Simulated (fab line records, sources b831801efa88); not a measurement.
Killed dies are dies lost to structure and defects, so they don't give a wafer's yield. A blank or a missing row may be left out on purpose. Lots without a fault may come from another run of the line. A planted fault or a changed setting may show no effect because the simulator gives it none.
Chamber matching | flow sky130 | SKY_CONTACT_CMP_04 on cmp-01: 4 sister chambers
The step polishes SiO2. 8 wafers are shown with their chamber, then 7 later ones without.

WAFERS WITH THEIR CHAMBER
wafer  | chamber | motor_current_A (A) | time_to_endpoint_s (s)
L553.2 | 0       | 12.1                | 92
L553.4 | 2       | 10.6                | 90
L553.5 | 1       | 10.4                | 95
L552.3 | 1       | 10.7                | 88
L552.5 | 3       | 12.2                | 82
L552.6 | 2       | 10.7                | 89
L554.1 | 3       | 12.8                | 94
L554.4 | 0       | 12.3                | 85

WAFERS WITHOUT THEIR CHAMBER
wafer  | motor_current_A (A) | time_to_endpoint_s (s)
L554.5 | 10.7                | 95
L556.2 | 11.7                | 81
L556.3 | 13.0                | 87
L556.5 | 12.2                | 90
L558.1 | 12.6                | 94
L558.2 | 11.1                | 84
L558.6 | 12.5                | 86

WHICH CHAMBER EACH WENT THROUGH
wafer  | from the rows above     | in truth
L554.5 | can't be placed: 1 or 2 | 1
L556.2 | can't be placed: 0 or 3 | 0
L556.3 | can't be placed: 3 or 0 | 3
L556.5 | can't be placed: 0 or 3 | 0
L558.1 | can't be placed: 3 or 0 | 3
L558.2 | can't be placed: 2 or 1 | 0
L558.6 | can't be placed: 3 or 0 | 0
Placed correctly: 0 of 7. Can't be placed from these rows: 7 (the true chamber is among the candidates in 6). Placed wrongly: 0.
How it was worked out, from the rows above alone: a wafer's distance from a chamber is the root of the sum, over the readings, of the square of ((its reading less the chamber's mean) divided by the reading's scatter). The wafer belongs to the nearest chamber; if the next one is less than 2 further off, it can't be placed. A chamber's mean is the mean of its shown wafers. The scatter: the root of (the sum of the squares of (reading less its chamber's mean) over the shown wafers, divided by (wafers less chambers)).
